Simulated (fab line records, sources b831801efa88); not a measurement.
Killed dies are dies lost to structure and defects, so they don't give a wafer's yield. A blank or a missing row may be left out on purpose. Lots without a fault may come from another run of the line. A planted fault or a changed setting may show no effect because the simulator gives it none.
fab line records | flow sky130
record lots=6 wafers=18 last_day=50
route steps=708 shown METAL4@637 VIA4@639 PAD_OPEN@708
lots that met no fault: from a run of the same line without faults
start_h: hours from the record's first day to the start of the lot's first wafer shown | wait_h: hours since the lot's step before | " the same as in the row above | L1.1+2: a row that stands for several wafers | - no value, or no start given | * or withheld: withheld | < > ~ a bound
route shown NAME@n: a module of which the file shows steps, and the number in the route of the first | usual: mean/standard deviation of fault-free wafers | same: alike in all rows | chamber/n: place in a boat | sites: the reading at each site | _std_site: their standard deviation | _edge_site: outer sites' mean less inner sites' | radius_mm: how far each site lies from the wafer's centre | mask NAME#n: copy n | behind: the tool/chamber that last shaped the wafer | hold: why the lot was held/for how many hours/how that ended | device: the transistor (n, p or np) that didn't switch | end of line: the same wafers' tests at the end of the route | a step without rows: its recipe alone | killed: dies lost to structure and defects at the first sort, not the wafer's yield | map: a wafer's dies, x killed, . not, _ none there
set.NAME: the setting as run; set.NAME@STEP: as run at that earlier step | model.NAME: the simulator's own value behind a step, which no gauge read
lots at some steps of the route; a table a step, a row a wafer
services: from which hour (start_h, from the record's first day; less than 0 if before it) a tool's chamber was out of use, for how many hours, and why
## steps
# step SKY_METAL4_CLEAN_21
# recipe chemistry=IPA time_s=180 temp_c=25
# step SKY_METAL4_CLEAN_22
# recipe chemistry=O3/DIW dry=n2_spin
# step SKY_VIA4_HDPCVD_00
# recipe material=SiO2 target_thk_nm=1750 sigma_open_frac=0.3 time_s=291.7 temp_c=400 sih4_flow_sccm=60 pressure_mtorr=6
# step SKY_VIA4_THK_MEAS_01
# recipe reads=SiO2_of_VIA4_HDPCVD_00
# usual VIA4_HDPCVD_THK=1746/23
# columns lot.wafer tool chamber start_h wait_h VIA4_HDPCVD_THK[nm]
L836.2 film_metro-02 - 1017.35 0.1 1759
L836.3 " - " " 1783
L836.6 " - " " 1749
L837.3 film_metro-04 - 1020.85 0.1 1760
L837.4 " - " " 1739
L837.5 " - " " 1773
L839.2 film_metro-04 - 1040.46 0.1 1760
L839.4 " - " " 1761
L839.6 " - " " 1719
L846.1 film_metro-02 - 1078.93 0.1 1743
L846.2 " - " " 1737
L846.5 " - " " 1747
L848.1 film_metro-02 - 1105.93 0.1 1727
L848.5 " - " " 1722
L848.6 " - " " 1740
L854.3 film_metro-04 - 1121.47 0.1 1742
L854.4 " - " " 1736
L854.6 " - " " 1744
# step SKY_VIA4_CMP_02
# recipe material=SiO2 down_force_psi=4 platen_rpm=60 pad_velocity_m_s=0.94248
# usual motor_current_A=12.3/0.61
# columns lot.wafer tool chamber start_h wait_h motor_current_A
L836.3 cmp-02 3 1017.40 0.0 14.0
L836.2 " 1 " " 12.1
L836.6 " 0 " " 12.4
L837.4 cmp-02 1 1020.99 0.1 11.2
L837.3 " 2 " " 13.0
L837.5 " 0 " " 11.8
L839.4 cmp-02 3 1040.51 0.0 12.8
L839.2 " 1 " " 12.2
L839.6 " 0 " " 12.5
L846.1 cmp-02 0 1079.09 0.1 12.7
L846.2 " 1 " " 11.8
L846.5 " 2 " " 11.9
L848.1 cmp-02 2 1106.52 0.6 12.7
L848.6 " 1 " " 12.0
L848.5 " 2 " " 12.0
L854.4 cmp-02 2 1121.62 0.1 13.0
L854.3 " 3 " " 12.9
L854.6 " 2 " " 13.1
# step SKY_VIA4_BOW_MEAS_03
# recipe mode=bow
# usual VIA4_BOW=81/8.1
# columns lot.wafer tool chamber start_h wait_h VIA4_BOW[um]
L836.2 film_metro-03 - 1017.72 0.2 66
L836.3 " - " " 66
L836.6 " - " " 66
L837.3 film_metro-04 - 1021.23 0.1 91
L837.4 " - " " 81
L837.5 " - " " 87
L839.2 film_metro-03 - 1040.83 0.2 79
L839.4 " - " " 74
L839.6 " - " " 75
L846.1 film_metro-03 - 1079.29 0.1 91
L846.2 " - " " 89
L846.5 " - " " 99
L848.1 film_metro-03 - 1106.77 0.2 75
L848.5 " - " " 84
L848.6 " - " " 79
L854.3 film_metro-02 - 1121.91 0.2 76
L854.4 " - " " 93
L854.6 " - " " 80
# step SKY_VIA4_DEHYDRATE_04
# recipe temp_c=200 time_s=60
# step SKY_VIA4_HMDS_05
# recipe prime_time_s=60 prime_temp_c=120
# step SKY_VIA4_COAT_06
# recipe resist=NOVOLAK spin_rpm=3000 resist_thk_nm=1140
# step SKY_VIA4_SOFTBAKE_07
# recipe temp_c=90 time_s=60 resist=NOVOLAK
# step SKY_VIA4_EXPOSE_08
# recipe mask_id=VIM4 na=0.6 source_shape=conventional sigma_outer=0.6 polarization=unpolarized target_cd_nm=800 dose_mj=132
# step SKY_VIA4_PEB_09
# recipe temp_c=withheld time_s=* resist=NOVOLAK
# step SKY_VIA4_DEVELOP_10
# recipe resist=NOVOLAK developer=TMAH develop_time_s=60 dev_temp_c=23
# usual chill_plate_temp_C=22.99/0.097 developer_temp_C=22.99/0.098 resist_line_temp_C=22.98/0.11
# columns lot.wafer tool chamber start_h wait_h chill_plate_temp_C developer_temp_C resist_line_temp_C
L836.2 litho_track-03 0 1040.19 0.1 23.08 23.06 22.91
L836.3 " 0 " " 23.03 23.06 22.93
L836.6 " 0 " " 22.94 22.88 22.82
L837.3 litho_track-03 0 1044.07 0.1 22.97 25.43 22.84
L837.4 " 0 " " 23.02 25.30 22.91
L837.5 " 0 " " 22.84 25.33 22.93
L839.2 litho_track-03 0 1062.94 0.1 23.04 25.26 23.01
L839.4 " 0 " " 23.14 25.25 23.17
L839.6 " 0 " " 22.96 25.41 23.08
L846.1 litho_track-01 0 1100.14 0.1 22.97 22.99 22.92
L846.2 " 0 " " 23.06 23.00 22.89
L846.5 " 0 " " 23.04 23.25 22.88
L848.1 litho_track-03 0 1126.17 0.1 22.80 23.03 22.88
L848.5 " 0 " " 22.86 22.94 23.13
L848.6 " 0 " " 22.81 23.03 23.01
L854.3 litho_track-04 0 1140.05 0.1 23.00 23.01 23.02
L854.4 " 0 " " 23.05 22.92 22.82
L854.6 " 0 " " 22.99 22.93 22.92
# step SKY_VIA4_OVL_MEAS_11
# usual VIA4_OVL=-0.3/1.3
# columns lot.wafer tool chamber start_h wait_h VIA4_OVL[nm]
L836.2 overlay-01 - 1040.33 0.1 -0.4
L836.3 " - " " -1.9
L836.6 " - " " -2.7
L837.3 overlay-02 - 1044.18 0.1 -1.0
L837.4 " - " " 2.3
L837.5 " - " " 0.6
L839.2 overlay-02 - 1063.08 0.1 -3.5
L839.4 " - " " 0.0
L839.6 " - " " -0.9
L846.1 overlay-01 - 1100.29 0.1 -0.5
L846.2 " - " " 1.8
L846.5 " - " " 0.3
L848.1 overlay-02 - 1126.32 0.1 -0.3
L848.5 " - " " 0.7
L848.6 " - " " 0.8
L854.3 overlay-01 - 1140.16 0.1 0.0
L854.4 " - " " 1.6
L854.6 " - " " -0.1
# step SKY_VIA4_ETCH_12
# recipe target=SiO2 chemistry=C4F8/O2/Ar stop_on=TiN mask_material=NOVOLAK source_w=1500 bias_w=1200 pressure_mtorr=40 c4f8_flow_sccm=withheld O2_flow_sccm=6 Ar_flow_sccm=300 time_s=withheld target_depth_a=5800
# usual oes_product_au=0.926/0.0046
# columns lot.wafer tool chamber start_h wait_h oes_product_au model.VIA4.cd_nm
L836.2 rie_diel-04 2 1040.36 0.0 0.929 797.3
L836.3 " 3 " " 0.924 799.1
L836.6 " 3 " " 0.916 799.9
L837.3 rie_diel-03 0 1044.21 0.0 0.918 795.7
L837.4 " 1 " " 0.930 794.9
L837.5 " 0 " " 0.930 794.1
L839.2 rie_diel-03 3 1063.11 0.0 0.918 793.1
L839.4 " 1 " " 0.923 794.5
L839.6 " 1 " " 0.924 792
L846.1 rie_diel-04 1 1100.32 0.0 0.931 800
L846.2 " 2 " " 0.928 799.5
L846.5 " 1 " " 0.932 797.1
L848.1 rie_diel-02 1 1126.36 0.0 0.927 802.7
L848.5 " 1 " " 0.921 802.3
L848.6 " 2 " " 0.923 803.7
L854.3 rie_diel-02 2 1140.19 0.0 0.916 801.3
L854.4 " 0 " " 0.927 802.3
L854.6 " 3 " " 0.921 801.8
# step SKY_VIA4_STRIP_13
# recipe chemistry=O2/N2 power_w=1400 pressure_mtorr=1500 platen_temp_c=withheld o2_flow_sccm=3000 n2_flow_sccm=300 overash_fraction=0.5
# usual drypump_motor_current_A=5.5/0.6 oes_product_au=0.710/0.0046 strip_time_to_endpoint_s=12.806/0.026
# columns lot.wafer tool chamber start_h wait_h drypump_motor_current_A oes_product_au rf_hours_counter_h strip_time_to_endpoint_s
L836.2 plasma_asher-04 1 1040.43 - 4.9 0.712 65 12.781
L836.3 " 1 " " 4.9 0.718 - 12.816
L836.6 " 1 " " 4.9 0.713 - 12.832
L837.3 plasma_asher-04 1 1044.31 - 4.9 0.712 - 12.822
L837.4 " 0 " " 6.4 0.712 - 12.764
L837.5 " 1 " " 4.9 0.705 - 12.809
L839.2 plasma_asher-04 1 1063.18 - 4.8 0.711 68 12.825
L839.4 " 0 " " 6.4 0.716 - 12.776
L839.6 " 1 " " 4.9 0.712 - 12.760
L846.1 plasma_asher-03 0 1100.40 - 5.7 0.713 3 12.825
L846.2 " 1 " " 6.3 0.706 3 12.799
L846.5 " 0 " " 5.6 0.713 - 12.786
L848.1 plasma_asher-03 1 1126.43 - 6.2 0.707 6 12.809
L848.5 " 0 " " 5.7 0.710 - 12.800
L848.6 " 1 " " 6.2 0.715 - 12.766
L854.3 plasma_asher-02 0 1140.29 - 5.2 0.710 - 12.766
L854.4 " 1 " " 5.0 0.714 - 12.782
L854.6 " 1 " " 4.9 0.712 - 12.749
# step SKY_PAD_OPEN_PROBE_99
# usual defect_limited_yield=82.3/2 killed_at_M0_to_M3=45/7.5 killed_at_M4_up=3.2/1.8 killed_at_contacts=24/4.9 killed_at_front_end=15/4.4 killed_at_other=0.3/0.54 killed_dies=87/9.8 killed_open=47/6.4 killed_short=40/6.5 sort_bin_3_pad_short=0.9/0.44 sort_bin_5_function=10.5/1.5 sort_bin_6_memory=6.3/1.2 sort_n_pass=405/9.8 sort_yield_pct=82.3/2
# same gross_dies=492 killed_at_back_side=0 sort_bin_4_leakage[%]=0 sort_bin_8_speed[%]=0
# columns lot.wafer tool chamber start_h wait_h defect_limited_yield[%] killed_at_M0_to_M3 killed_at_M4_up killed_at_contacts killed_at_front_end killed_at_other killed_dies killed_open killed_short sort_bin_3_pad_short[%] sort_bin_5_function[%] sort_bin_6_memory[%] sort_n_pass sort_yield_pct[%]
L837.3 prober-01 - 1111.38 0.2 80.9 50 6 25 13 0 94 49 44 0.8 11.4 6.9 398 80.9
L837.4 prober-01 - 1111.43 0.2 81.1 51 2 23 17 0 93 56 37 1.2 11.6 6.1 399 81.1
L837.5 prober-01 - 1111.48 0.2 81.5 49 2 20 20 0 91 49 42 2.2 9.6 6.7 401 81.5
L839.2 prober-02 - 1128.39 0.1 83.3 45 4 16 17 0 82 44 38 1.0 9.6 6.1 410 83.3
L839.4 prober-02 - 1128.49 0.2 80.1 53 2 38 5 0 98 59 39 0.4 13.0 6.5 394 80.1
L839.6 prober-02 - 1128.59 0.2 80.3 49 6 22 20 0 97 53 44 1.0 12.8 5.9 395 80.3
# killed by level:class
L837.3 VIA1:geometric_particle:open=10 VIA3:geometric_particle:open=9 CONTACT:geometric_particle:open=8 VIA2:geometric_particle:open=7 METAL1:geometric_particle:short=7 CONTACT:geometric_particle:short=6 LI_CONTACT:geometric_particle:open=5 METAL2:geometric_particle:short=5
L837.4 VIA2:geometric_particle:open=13 VIA1:geometric_particle:open=12 VIA3:geometric_particle:open=10 LOCAL_INTERCONNECT:geometric_particle:short=7 CONTACT:geometric_particle:open=6 CONTACT:geometric_particle:short=5 FIELD_ISO:geometric_particle:short=4 FIELD_ISO:geometric_particle:open=4
L837.5 CONTACT:geometric_particle:open=12 VIA1:geometric_particle:open=10 VIA2:geometric_particle:open=9 VIA2:geometric_particle:short=7 METAL2:geometric_particle:short=6 POLY_GATE:geometric_particle:short=5 VIA3:geometric_particle:open=5 FIELD_ISO:geometric_particle:short=4
L839.2 VIA1:geometric_particle:open=10 FIELD_ISO:geometric_particle:short=7 LI_CONTACT:geometric_particle:open=7 METAL2:geometric_particle:short=7 METAL1:geometric_particle:short=7 VIA2:geometric_particle:open=6 VIA1:geometric_particle:short=6 FIELD_ISO:geometric_particle:open=4
L839.4 CONTACT:geometric_particle:open=14 VIA1:geometric_particle:open=13 VIA2:geometric_particle:open=10 LI_CONTACT:geometric_particle:open=9 CONTACT:geometric_particle:short=8 LOCAL_INTERCONNECT:geometric_particle:short=6 METAL2:geometric_particle:short=5 VIA1:geometric_particle:short=5
L839.6 CONTACT:geometric_particle:open=13 VIA1:geometric_particle:open=9 VIA2:geometric_particle:open=9 POLY_GATE:geometric_particle:open=6 VIA1:geometric_particle:short=6 METAL4:geometric_particle:short=6 FIELD_ISO:geometric_particle:short=5 LI_CONTACT:geometric_particle:open=4
## services
# columns tool chamber start_h hours kind
rie_diel-02 - 1004.23 1.1 repair
rie_diel-04 3 1008.17 2.9 repair
rie_diel-02 3 1016.16 10.6 repair
plasma_asher-02 - 1016.98 9.5 repair
cmp-02 - 1026.24 4.2 pm
rie_diel-04 1 1028.47 16.6 repair
rie_diel-04 0 1036.58 1.6 repair
rie_diel-02 3 1040.19 - clean
rie_diel-02 3 1040.19 13.8 scheduled_down
rie_diel-02 3 1040.19 13.8 vent_cycle
rie_diel-03 3 1044.54 8.5 repair
plasma_asher-03 - 1055.25 9.0 pm
plasma_asher-03 0 1055.25 9.0 vent_cycle
plasma_asher-03 1 1055.25 9.0 vent_cycle
plasma_asher-03 - 1056.17 1.4 repair
rie_diel-02 1 1057.85 10.4 repair
cmp-02 - 1064.03 4.5 pm
plasma_asher-03 0 1064.25 - clean
plasma_asher-03 1 1064.25 - clean
plasma_asher-02 - 1077.56 1.5 repair
cmp-02 - 1094.83 0.7 repair
plasma_asher-04 - 1098.30 3.9 repair
rie_diel-04 1 1101.44 - clean
rie_diel-02 0 1105.48 2.4 repair
## key
first_sign step=SKY_VIA4_DEVELOP_10 reading=developer_temp_C direction=up sigmas=24 usual=* struck=*
effect none on later readings
model_effect step=SKY_VIA4_ETCH_12 value=VIA4.cd_nm without=801.1 struck=794
met_at SKY_VIA4_DEVELOP_10
struck_wafers L837.3,L837.4,L837.5,L839.2,L839.4,L839.6
onset_between 1040.19 1044.07
fault kind=process_parameter_drift tool=litho_track-03 chamber=- onset_h=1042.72 steps=SKY_VIA4_DEVELOP_10 channel=dev_temp_c offset=* shape=step end_h=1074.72 acts_in=* stated=*
